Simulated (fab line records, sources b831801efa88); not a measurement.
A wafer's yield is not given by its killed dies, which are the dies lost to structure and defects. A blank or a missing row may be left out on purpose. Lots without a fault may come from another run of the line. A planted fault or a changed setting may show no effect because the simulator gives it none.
2 desks, one fault + flow gf180mcu + numbers are kept per desk, each desk with only its own; the story behind them comes last

TOOL OWNER'S DESK, pvd_sputter-04
The tool's own readings at GF_M3_SPUTTER_02 (material AlCu, target thk 450 nm, time 23.9 s): means of the sampled wafers that have a number, for each lot that ran on this tool. A lot is out of limits, marked OUT, if its mean lies more than 4 standard deviations from the usual mean; the brackets give that distance.
Columns: A = throttle_valve_pct at GF_M3_SPUTTER_02, usual 29.9 %
| lot  | first seen here | A    |
|------|-----------------|------|
| L462 | day 21 15:27    | 30.1 |
| L466 | day 23 04:47    | 30.0 |
| L468 | day 24 00:06    | 29.5 |
| L474 | day 25 11:34    | 29.7 |
Result from this desk: across the 4 lots, nothing is out of limits.

METROLOGY DESK
What the gauges read for every lot (on any tool): the sampled wafers with a number, averaged. A lot is out of limits, marked OUT, if its mean lies more than 4 standard deviations from the usual mean; the brackets give that distance.
Columns: A = V2_CVD_02_THK at GF_V2_THK_MEAS_03, usual 843 nm; B = cd_nm at GF_V2_CD_MEAS_14, usual 260.5 nm; C = M3_ALCU_RS at GF_M3_RS_MEAS_05, usual 0.0693 ohm/sq; D = M3_ALCU_THK at GF_M3_THK_MEAS_06, usual 459 nm
| lot  | first seen here | A   | B     | C                | D             |
|------|-----------------|-----|-------|------------------|---------------|
| L461 | day 20 00:52    | 857 | 261.3 | 0.0690           | 459           |
| L462 | day 20 13:40    | 838 | 260.9 | 0.0700           | 455           |
| L463 | day 20 14:50    | 858 | 259.2 | 0.0698           | 457           |
| L466 | day 22 02:32    | 837 | 261.4 | 0.0698           | 455           |
| L467 | day 22 08:47    | 843 | 262.1 | 0.0711           | 447           |
| L469 | day 22 22:11    | 830 | 260.2 | 0.0709           | 450           |
| L468 | day 22 23:32    | 833 | 261.3 | 0.0694           | 458           |
| L474 | day 24 11:23    | 845 | 260.0 | 0.0558 (-16) OUT | 583 (+22) OUT |
| L480 | day 26 14:05    | 836 | 260.3 | 0.0695           | 461           |
| L483 | day 27 11:47    | 850 | 261.2 | 0.0691           | 459           |
| L484 | day 27 17:46    | 843 | 259.6 | 0.0690           | 464           |
This desk's result: L474 out of limits, first on L474 (M3_ALCU_RS at GF_M3_RS_MEAS_05), day 25 11:40. L461, L462, L463, L466, L467, L469, L468, L480, L483, L484: within limits.

TAKEN TOGETHER
The metrology desk could have raised an alarm at day 25 11:40, on L474.
The desk of the tool owner found nothing out of limits.
Tool owner's desk: L474 on record, inside its limits.
The lots listed all ran GF_M3_SPUTTER_02 on pvd_sputter-04.

WHAT THE SIMULATOR PUT IN
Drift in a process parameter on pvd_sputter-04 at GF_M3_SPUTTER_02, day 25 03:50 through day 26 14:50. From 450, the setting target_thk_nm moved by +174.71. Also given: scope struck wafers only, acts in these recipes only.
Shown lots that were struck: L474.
Delay in hours, fault start to first out-of-limits reading, per desk: metrology desk 8.
